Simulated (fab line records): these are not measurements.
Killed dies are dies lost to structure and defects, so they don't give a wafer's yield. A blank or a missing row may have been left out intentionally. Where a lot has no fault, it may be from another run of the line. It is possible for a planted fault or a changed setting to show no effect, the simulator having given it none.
Matching of chambers | flow gf180mcu | GF_M5_ETCH_09 on rie-diel-01 has 4 sister chambers
The step etches Si3N4 in CF4/O2, target depth 52 nm, time 11.6 s. 14 wafers are shown with their chamber, then 7 later ones without.

== WAFERS, EACH WITH ITS CHAMBER ==
wafer  | chamber | oes-product-au (a.u.) | throttle-valve-pct (%)
L074.2 | 2       | 1.004                 | 5.963
L074.3 | 2       | 1.003                 | 5.956
L074.5 | 2       | 0.994                 | 5.976
L078.2 | 1       | 0.992                 | 5.971
L078.3 | 3       | 1.004                 | 5.969
L078.6 | 1       | 0.998                 | 5.970
L080.3 | 3       | 1.015                 | 5.979
L080.4 | 0       | 0.976                 | 5.953
L080.6 | 1       | 1.001                 | 5.958
L082.2 | 0       | 0.979                 | 5.977
L082.4 | 1       | 0.997                 | 5.969
L082.5 | 1       | 1.005                 | 5.981
L085.2 | 2       | 0.999                 | 5.970
L085.3 | 3       | 1.009                 | 5.955

SIGNATURES (averages over the wafers above)
reading            | chamber 0 | chamber 1 | chamber 2 | chamber 3 | scatter within a chamber
oes-product-au     | 0.97750   | 0.99860   | 1.00000   | 1.00933   | 0.00469
throttle-valve-pct | 5.96500   | 5.96980   | 5.96625   | 5.96767   | 0.0103
Rule: a wafer's distance from a chamber is the root of the sum, over the readings, of the square of ((its reading less the chamber's mean) divided by the reading's scatter). The wafer belongs to the nearest chamber; if the next one is less than 2 further off, it can't be placed. The scatter: the root of (the sum of the squares of (reading less its chamber's mean) over the shown wafers, divided by (wafers less chambers)).

== WAFERS WITH NO CHAMBER GIVEN ==
wafer  | oes-product-au (a.u.) | throttle-valve-pct (%)
L085.5 | 1.001                 | 5.976
L086.2 | 0.999                 | 5.976
L086.3 | 0.988                 | 5.954
L086.5 | 0.989                 | 5.944
L088.2 | 0.997                 | 5.978
L088.4 | 0.994                 | 5.972
L088.5 | 0.988                 | 5.979

== EACH ONE'S CHAMBER ==
wafer  | from the rows above               | in truth
L085.5 | can't be placed: 1 or 2 or 3      | 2
L086.2 | can't be placed: 1 or 2 or 3      | 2
L086.3 | can't be placed: 0 or 1 or 2      | 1
L086.5 | can't be placed: 2 or 0 or 1 or 3 | 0
L088.2 | can't be placed: 1 or 2 or 3      | 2
L088.4 | can't be placed: 1 or 2           | 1
L088.5 | can't be placed: 1 or 0 or 2      | 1
0 of 7 placed correctly. These rows do not allow placing 7 (true chamber among the candidates in 7). 0 placed wrongly.
